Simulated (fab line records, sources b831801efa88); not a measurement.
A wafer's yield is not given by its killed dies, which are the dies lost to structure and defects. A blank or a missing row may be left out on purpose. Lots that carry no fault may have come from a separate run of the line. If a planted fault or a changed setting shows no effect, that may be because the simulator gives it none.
Which of the tools did it?	flow gf180mcu	14 lots with 39 wafers sampled at 5 steps, on a route of 602 steps

WHAT EACH GAUGE READ, for each wafer
GF_LVPWELL_OVL_MEAS_07.
lot	measured	on	LVPWELL_OVL (nm)
L184	day 3 20:31	overlay-01	0.0 -0.7
L185	day 4 03:04	overlay-01	-2.5 -0.2 -1.5
L187	day 4 13:02	overlay-01	1.1 1.9 0.7
L188	day 4 20:29	overlay-01	-0.2 -0.1 0.1
L189	day 5 00:47	overlay-02	-1.1 -1.1 0.8
L192	day 5 16:58	overlay-02	128.5 127.7 129.1 126.5 126.0 127.5
L195	day 6 10:14	overlay-01	0.4 0.7 -0.3
L198	day 7 03:14	overlay-02	127.4 125.9 128.4 126.3 124.8 127.2
L200	day 7 14:49	overlay-01	1.0 0.5 -1.5
L202	day 8 03:22	overlay-01	0.6 1.1 1.0
L203	day 8 07:40	overlay-02	-0.7 0.8 0.3
L204	day 8 12:02	overlay-02	0.8 -0.6
L206	day 8 23:30	overlay-02	-1.2 -1.3
L207	day 9 05:32	overlay-01	-0.9 -2.3 -0.8

GF_M1_CD_MEAS_14: target cd 230 nm.
lot	measured	on	cdNm (nm)
L184	day 17 04:10	cdSem-01	231.7 232.3
L185	day 17 12:14	cdSem-01	230.0 229.1 229.8
L187	day 18 04:44	cdSem-01	227.6 227.3 227.9
L188	day 18 13:31	cdSem-01	227.8 228.5 228.4
L189	day 18 23:17	cdSem-02	229.8 229.0 227.6
L195	day 21 11:49	cdSem-01	229.1 228.8 228.7
L200	day 22 17:02	cdSem-01	229.0 229.1 229.6
L202	day 23 15:53	cdSem-01	227.2 226.3 227.3
L203	day 23 22:34	cdSem-02	229.4 229.5 230.2
L204	day 24 07:10	cdSem-01	229.5 228.7
L206	day 24 21:31	cdSem-01	230.7 229.9
L207	day 25 04:16	cdSem-01	229.3 228.4 229.6

GF_V1_THK_MEAS_25: measures by xrf.
lot	measured	on	V1_W_THK (nm)
L184	day 18 05:02	filmMetro-01	371 368
L185	day 18 13:34	filmMetro-04	362 352 369
L187	day 19 07:08	filmMetro-04	358 350 356
L188	day 19 15:40	filmMetro-04	363 355 354
L189	day 20 02:10	filmMetro-04	357 355 361
L195	day 22 14:39	filmMetro-01	352 354 354
L200	day 23 19:04	filmMetro-04	366 366 364
L202	day 24 16:06	filmMetro-02	364 354 360
L203	day 24 23:11	filmMetro-02	358 355 358
L204	day 25 07:52	filmMetro-02	367 367
L206	day 25 21:10	filmMetro-02	355 354
L207	day 26 03:44	filmMetro-02	354 354 356

TOOL THAT RAN EACH LOT (tool first, then ch and the chambers of the sampled wafers, then the start)
lot	GF_LVPWELL_EXPOSE_04	GF_V1_ETCH_17
L184	ilineStepper-01 ch 0, day 3 14:07	rieDiel-02 ch 0,2, day 18 05:02 or earlier
L185	ilineStepper-01 ch 0, day 3 20:18	rieDiel-04 ch 0,1,2, day 18 13:34 or earlier
L187	ilineStepper-02 ch 0, day 4 06:10	rieDiel-02 ch 1,2, day 19 07:08 or earlier
L188	ilineStepper-02 ch 0, day 4 14:02	rieDiel-01 ch 0,2,3, day 19 15:40 or earlier
L189	ilineStepper-02 ch 0, day 4 18:25	rieDiel-02 ch 1,2,3, day 20 02:10 or earlier
L192	ilineStepper-02 ch 0, day 5 09:46	-
L195	ilineStepper-01 ch 0, day 6 03:31	rieDiel-02 ch 0,1, day 22 14:39 or earlier
L198	ilineStepper-02 ch 0, day 6 20:06	-
L200	ilineStepper-01 ch 0, day 7 07:30	rieDiel-04 ch 0,2,3, day 23 19:04 or earlier
L202	ilineStepper-01 ch 0, day 7 19:18	rieDiel-04 ch 0,1,2, day 24 16:06 or earlier
L203	ilineStepper-01 ch 0, day 8 00:31	rieDiel-02 ch 0,1,2, day 24 23:11 or earlier
L204	ilineStepper-01 ch 0, day 8 04:01	rieDiel-04 ch 1, day 25 07:52 or earlier
L206	ilineStepper-01 ch 0, day 8 14:46	rieDiel-04 ch 0, day 25 21:10 or earlier
L207	ilineStepper-01 ch 0, day 8 21:13	rieDiel-04 ch 1,2, day 26 03:44 or earlier
- GF_LVPWELL_EXPOSE_04: exposes mask LVPWELL, target cd 600 nm.
- GF_V1_ETCH_17: etches SiO2 in C4F8/O2/Ar, stops on TiN, target depth 630 nm.

WHAT THE TOOLS THEMSELVES READ (means of the sampled wafers that have a number; where no wafer has one, the mark that the record gives instead)
GF_V1_ETCH_17.
lot	tool	chamberPressureMTorr (mTorr)	oesProductAu (a.u.)
L184	rieDiel-02	40.04	0.853
L185	rieDiel-04	40.00	0.854
L187	rieDiel-02	39.98	0.855
L188	rieDiel-01	40.01	0.858
L189	rieDiel-02	40.02	0.855
L195	rieDiel-02	40.01	0.857
L200	rieDiel-04	40.01	0.857
L202	rieDiel-04	39.97	0.858
L203	rieDiel-02	39.99	0.853
L204	rieDiel-04	40.00	0.857
L206	rieDiel-04	40.00	0.857
L207	rieDiel-04	40.01	0.852

THE ANSWER, worked out from the rows above alone
Rule: usual is defined by the lots themselves. Put in order of their means at a reading, lots are off if they are a third of the lots or fewer, leave a main group of 4 or more, and stand apart from it by a gap of 3 or more times the standard deviation of the main group's means; of several such gaps the widest counts. Not used: any main group whose means are identical at the precision the tables above print for the reading. Also off: a lot with no number at a reading for which 4 or more lots have one. All remaining lots with rows at the step are treated as sound. The gauges are gone through in route order, then the tools' own readings, and for those a lot's mean is taken as printed above. The first step at which some lot is off is used, and at that step the reading that is off furthest; a lot without a number counts as furthest.
Off: at GF_LVPWELL_OVL_MEAS_07 (LVPWELL_OVL), L192, L198. The main group: mean -0.2 nm, standard deviation 0.8.
A tool fits if, at a process step before that reading, it ran every lot that is off, and no sound lot after the first of them. Gauges at GF_LVPWELL_OVL_MEAS_07: tried the same way as those tools. One fits: ilineStepper-02 at GF_LVPWELL_EXPOSE_04. Its last sound lot is L189 (day 4 18:25), its first lot that is off L192 (day 5 09:46): a fault that began between those two fits.

WHAT HAD BEEN PUT IN BY THE SIMULATOR
Scanner matching overlay: ilineStepper-02, from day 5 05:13 on, at GF_LVPWELL_EXPOSE_04. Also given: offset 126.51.
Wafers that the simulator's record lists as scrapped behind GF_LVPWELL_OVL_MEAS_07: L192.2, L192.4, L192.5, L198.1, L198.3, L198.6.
Struck lots among those shown: L192, L198. The rule above reached the same finding.
